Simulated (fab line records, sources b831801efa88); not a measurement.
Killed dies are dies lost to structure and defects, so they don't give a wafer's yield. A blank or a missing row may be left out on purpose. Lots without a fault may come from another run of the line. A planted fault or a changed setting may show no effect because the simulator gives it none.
Chamber matching | flow sky130 | SKY_VIA2_ETCH_15 on rie_diel-04: 4 sister chambers
The step etches SiO2 in C4F8/O2/Ar, stops on TiN, target depth 546 nm, time 84 s. 14 wafers are shown with their chamber, then 7 later ones without.

WAFERS WITH THEIR CHAMBER
wafer  | chamber | oes_product_au (a.u.) | bias_w (W)
L740.3 | 0       | 0.940                 | 1194
L740.4 | 1       | 0.943                 | 1203
L740.5 | 0       | 0.943                 | 1195
L742.1 | 1       | 0.945                 | 1201
L742.4 | 2       | 0.937                 | 1200
L742.5 | 0       | 0.944                 | 1198
L743.1 | 1       | 0.940                 | 1204
L743.3 | 3       | 0.941                 | 1201
L743.6 | 3       | 0.945                 | 1203
L746.2 | 1       | 0.940                 | 1198
L746.4 | 2       | 0.936                 | 1197
L746.6 | 3       | 0.940                 | 1206
L748.2 | 0       | 0.948                 | 1197
L748.4 | 3       | 0.933                 | 1194

SIGNATURES (means of the wafers above)
reading        | chamber 0 | chamber 1 | chamber 2 | chamber 3 | scatter within a chamber
oes_product_au | 0.94375   | 0.94200   | 0.93650   | 0.93975   | 0.00355
bias_w         | 1196.00   | 1201.50   | 1198.50   | 1201.00   | 3.37
Rule: a wafer's distance from a chamber is the root of the sum, over the readings, of the square of ((its reading less the chamber's mean) divided by the reading's scatter). The wafer belongs to the nearest chamber; if the next one is less than 2 further off, it can't be placed. The scatter: the root of (the sum of the squares of (reading less its chamber's mean) over the shown wafers, divided by (wafers less chambers)).

WAFERS WITHOUT THEIR CHAMBER
wafer  | oes_product_au (a.u.) | bias_w (W)
L748.5 | 0.942                 | 1197
L749.1 | 0.943                 | 1198
L749.3 | 0.930                 | 1199
L749.5 | 0.941                 | 1207
L755.2 | 0.936                 | 1201
L755.4 | 0.936                 | 1199
L755.5 | 0.941                 | 1206

WHICH CHAMBER EACH WENT THROUGH
wafer  | from the rows above               | in truth
L748.5 | can't be placed: 0 or 1 or 3 or 2 | 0
L749.1 | can't be placed: 0 or 1 or 3 or 2 | 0
L749.3 | can't be placed: 2 or 3 or 1      | 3
L749.5 | can't be placed: 1 or 3 or 2 or 0 | 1
L755.2 | can't be placed: 2 or 3 or 1 or 0 | 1
L755.4 | can't be placed: 2 or 3 or 1      | 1
L755.5 | can't be placed: 1 or 3 or 2 or 0 | 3
Placed correctly: 0 of 7. Can't be placed from these rows: 7 (the true chamber is among the candidates in 7). Placed wrongly: 0.
